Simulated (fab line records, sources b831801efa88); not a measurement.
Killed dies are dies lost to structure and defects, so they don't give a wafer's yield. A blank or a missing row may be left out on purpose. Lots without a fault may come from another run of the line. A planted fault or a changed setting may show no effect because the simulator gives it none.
Split-lot experiment | flow sfq_line | 5 lots, 23 wafers read, on a route of 325 steps

THE SPLIT
At SFQ_TRILAYER_M1_LITHO_PEB_042 (peb time 60 s), the setting peb_temp_c was moved away from the recipe's 115 C on 6 of the 23 wafers read, by +1.7% to +3.1%. The other wafers ran this setting at the recipe's value.

FROM THE SPLIT TO THE READING: what the file shows between them, 1 step
- SFQ_TRILAYER_M1_LITHO_DEVELOP_041: time 60 s

THE READING
M1.cd_nm (the simulator's own value, which no gauge read), in nm, at SFQ_TRILAYER_M1_BARC_OPEN_METAL_ETCH_054 (etches BARC in O2, target depth 125 nm, time 41.7 s). The file gives no usual value for it. The 17 wafers here that ran the recipe average 500.7 nm, standard deviation 1.2 nm.

wafer  | tool, chamber at the split | peb_temp_c as run, C | against the recipe | M1.cd_nm, nm | against lot-mates on the recipe
L074.1 | litho_track-02, 0          | 115                  | recipe             | 500.8        | -
L074.4 | litho_track-02, 0          | 115                  | recipe             | 499.9        | -
L074.5 | litho_track-02, 0          | 115                  | recipe             | 498.9        | -
L076.1 | litho_track-03, 0          | 118.6                | +3.1%              | 446.1        | -55.6
L076.2 | litho_track-03, 0          | 115                  | recipe             | 500.8        | -
L076.3 | litho_track-03, 0          | 118.6                | +3.1%              | 443.4        | -58.4
L076.4 | litho_track-03, 0          | 115                  | recipe             | 502.7        | -
L076.5 | litho_track-03, 0          | 118.6                | +3.1%              | 443.9        | -57.9
L079.1 | litho_track-02, 0          | 115                  | recipe             | 501.6        | -
L079.2 | litho_track-02, 0          | 115                  | recipe             | 500.6        | -
L079.3 | litho_track-02, 0          | 115                  | recipe             | 502.5        | -
L079.4 | litho_track-02, 0          | 115                  | recipe             | 499.4        | -
L079.6 | litho_track-02, 0          | 115                  | recipe             | 501.1        | -
L080.1 | litho_track-03, 0          | 115                  | recipe             | 502          | -
L080.2 | litho_track-03, 0          | 115                  | recipe             | 502.5        | -
L080.4 | litho_track-03, 0          | 115                  | recipe             | 500          | -
L080.5 | litho_track-03, 0          | 115                  | recipe             | 501.2        | -
L080.6 | litho_track-03, 0          | 115                  | recipe             | 500.1        | -
L084.1 | litho_track-04, 0          | 116.9                | +1.7%              | 468.3        | -30.9
L084.2 | litho_track-04, 0          | 116.9                | +1.7%              | 467          | -32.2
L084.3 | litho_track-04, 0          | 115                  | recipe             | 498.9        | -
L084.4 | litho_track-04, 0          | 116.9                | +1.7%              | 465.8        | -33.4
L084.5 | litho_track-04, 0          | 115                  | recipe             | 499.5        | -

THE FIT
A straight line over all 23 wafers: M1.cd_nm changes by -18.4 nm for each +1% of peb_temp_c; r = -1.00; the points scatter about the line by 1.8 nm.
The same after taking each lot's own level away (the mean of its wafers on the recipe; 23 wafers): -18.5 nm for each +1%; r = -1.00; scatter 1.2 nm.
On that fit, the largest move of peb_temp_c shifts the reading by 58 nm.
The lots' own levels span 499.20 to 501.75 nm, that is 2.1 times the standard deviation above.
So the lot-to-lot level changes the slope little: the two slopes agree.
Check: with one of the wafers moved furthest among these (+3.1%) left out of the fit, the line predicts -58.9 nm for it against its lot-mates. It came out at -55.6 nm against them.

OTHER SPLITS ON THESE WAFERS
These wafers also went through other splits before the reading. Each is held against what the fit with the lots' levels taken away leaves over:
other split on the same wafers                  | wafers away from the commonest value | r with M1.cd_nm (lot level and that fit taken away)
SFQ_TRILAYER_L0_DEP_SPUTTER_003 time_s          | 5                                    | -0.07
SFQ_TRILAYER_L0_BARC_OPEN_METAL_ETCH_010 bias_w | 6                                    | +0.16
SFQ_TRILAYER_L0_VIA_ETCH_VIA_ETCH_016 source_w  | 11                                   | -0.02
SFQ_TRILAYER_M0_LITHO_COAT_026 spin_rpm         | 7                                    | +0.18
SFQ_TRILAYER_M0_BARC_OPEN_METAL_ETCH_031 bias_w | 11                                   | +0.16
SFQ_TRILAYER_I0_CMP_CMP_028 leave_above_ref_nm  | 11                                   | -0.09
SFQ_TRILAYER_M1_LITHO_COAT_044 resist_thk_nm    | 7                                    | +0.08

THE FILE'S OWN FIT
M1.cd_nm changes by -18.6 nm for each +1% of peb_temp_c, r = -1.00.
